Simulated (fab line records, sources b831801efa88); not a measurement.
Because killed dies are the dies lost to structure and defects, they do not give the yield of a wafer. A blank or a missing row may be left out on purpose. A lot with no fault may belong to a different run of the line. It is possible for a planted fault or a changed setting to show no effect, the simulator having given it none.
Struck lot and sound lot, side by side ; flow sky130 ; 22 out of 708 route steps
Sound: the wafers L635.1, L635.5, L635.6. The struck wafers were L651.3, L651.4, L651.5. At the end, the cause is stated.
At each step with rows: each side's tool, then ch and its chambers, then its first start. Under that, the readings that differ: sound wafers ; struck wafers ; difference of the means ; sigmas: that difference in standard deviations of wafers without a fault.
alike: readings with means less than 2 such deviations apart, plus words and numbers identical on both sides. not compared: withheld readings, readings lacking a value on some wafer, bounds such as >300 that could conceal the same value, and numbers that have no deviation in the record and whose values overlap.
The two part at a step that has a row with sigmas, a row that says differs or no value, or rows on one side only. Numbers that have no deviation but don't overlap get no sigmas and don't part them. A reading that every wafer of one side lacks parts them only if that side has two wafers or more.

first, 1 step without rows for these wafers: SKY_LOCAL_INTERCONNECT_CLEAN_18 (cleans in O3/DIW).
SKY_CONTACT_CVD_00: deposits Si3N4, target thk 75 nm.
  sound on pecvd-01 ch 1,2, day 30 09:40; struck on pecvd-04 ch 0,2, day 35 15:19
reading;sound;struck;difference;sigmas
heaterPowerW (W);528 463 544;743 801 784;+264;+2
SKY_CONTACT_THK_MEAS_01:
  sound on filmMetro-02, day 30 09:43; struck on filmMetro-01, day 35 15:22
  alike: CONTACT_CVD_00_THK
then, 1 step without rows for these wafers: SKY_CONTACT_HDPCVD_02 (deposits SiO2, target thk 565 nm, time 94.2 s).
SKY_CONTACT_THK_MEAS_03:
  sound on filmMetro-01, day 30 09:50; struck on filmMetro-04, day 35 15:29
  alike: CONTACT_HDPCVD_THK
SKY_CONTACT_CMP_04: polishes SiO2.
  sound on cmp-01 ch 2,3, day 30 09:57; struck on cmp-01 ch 1,2,3, day 35 15:35
  alike: motorCurrentA, platenRpm, timeToEndpointS
SKY_CONTACT_BOW_MEAS_05:
  sound on filmMetro-04, day 30 10:12; struck on filmMetro-01, day 35 15:52
  alike: CONTACT_BOW
then, 5 steps without rows for these wafers: SKY_CONTACT_DEHYDRATE_06 (time 60 s); SKY_CONTACT_HMDS_07 (prime time 60 s); SKY_CONTACT_COAT_08 (resist thk 60 nm); SKY_CONTACT_COAT_09 (resist thk 450 nm); SKY_CONTACT_SOFTBAKE_10 (time 90 s).
SKY_CONTACT_EXPOSE_11: exposes mask CTM1, target cd 170 nm.
  sound on krfScanner-01 ch 0, day 30 23:03; struck on krfScanner-02 ch 0, day 36 04:53
  alike: mask
then, 2 steps without rows for these wafers: SKY_CONTACT_PEB_12; SKY_CONTACT_DEVELOP_13 (develop time 60 s).
SKY_CONTACT_CD_MEAS_14 targets a cd of 170 nm.
  sound on cdSem-02, day 31 11:27; struck on cdSem-02, day 36 18:41
reading;sound;struck;difference;sigmas
cdNm (nm);170.1 170.7 170.2;158.5 159.2 133.6;-19.9;-13
SKY_CONTACT_OVL_MEAS_15:
  sound on overlay-01, day 31 11:34; struck on overlay-02, day 36 18:47
  alike: CONTACT_OVL
SKY_CONTACT_ETCH_16: etches BARC in N2/H2, stops on SiO2, time 45.9 s, target depth 60 nm.
  sound on rieDiel-02 ch 1,2,3, day 31 11:37; struck on rieDiel-04 ch 0,1,3, day 36 18:48
reading;sound;struck;difference;sigmas
model.CONTACT.cdNm (nm);168.5 169.3 169.3;159.6 158.8 132.9;-18.6;
  alike: chamberPressureMTorr, drypumpMotorCurrentA, oesProductAu, throttleValvePct
  not compared: rfHoursCounterH
SKY_CONTACT_ETCH_17: etches SiO2 in C4F8/O2/Ar, stops on Si3N4, target depth 340 nm.
  sound on rieDiel-02 ch 1,2,3, day 31 11:39; struck on rieDiel-04 ch 0,1,3, day 36 18:50
  alike: chamberPressureMTorr, oesProductAu
SKY_CONTACT_ETCH_18: etches Si3N4 in CHF3/O2, stops on TiN, time 39 s, target depth 75 nm.
  sound on rieDiel-02 ch 1,2,3; struck on rieDiel-04 ch 0,1,3
reading;sound;struck;difference;sigmas
model.CONTACT.cdNm (nm);168.2 169.5 169.1;159.7 158.9 133;-18.4;
  alike: chamberPressureMTorr, drypumpMotorCurrentA, oesProductAu, throttleValvePct
  not compared: rfHoursCounterH
SKY_CONTACT_STRIP_19: strips in O2/N2.
  sound on plasmaAsher-04 ch 0,1, day 31 11:44; struck on plasmaAsher-03 ch 0,1, day 36 18:58
  alike: chamberPressureMTorr, drypumpMotorCurrentA, oesProductAu, stripTimeToEndpointS
  not compared: rfHoursCounterH
-- the record jumps here: 13 days lie between the struck wafers' starts before and after (it left off in module CONTACT and takes up again in module PAD_OPEN, whose first step shown is number 708 of the route) --
SKY_PAD_OPEN_PROBE_99:
  sound on prober-02, day 45 17:34; struck on prober-01, day 49 12:10
reading;sound;struck;difference;sigmas
killedAtContacts;19 22 37;30 24 395;+124;+23
killedDies;80 73 114;91 97 460;+127;+13
killedOnRim;21 11 23;14 15 96;+23;+5
  alike: killed_at_M0_to_M3, killed_at_M4_up, killedAtFrontEnd, killedAtOther, killedOpen, killedShort

WHERE THEY PART
Last at SKY_PAD_OPEN_PROBE_99 as far as this record goes, first at SKY_CONTACT_CVD_00.

WHY: whatever the simulator had introduced
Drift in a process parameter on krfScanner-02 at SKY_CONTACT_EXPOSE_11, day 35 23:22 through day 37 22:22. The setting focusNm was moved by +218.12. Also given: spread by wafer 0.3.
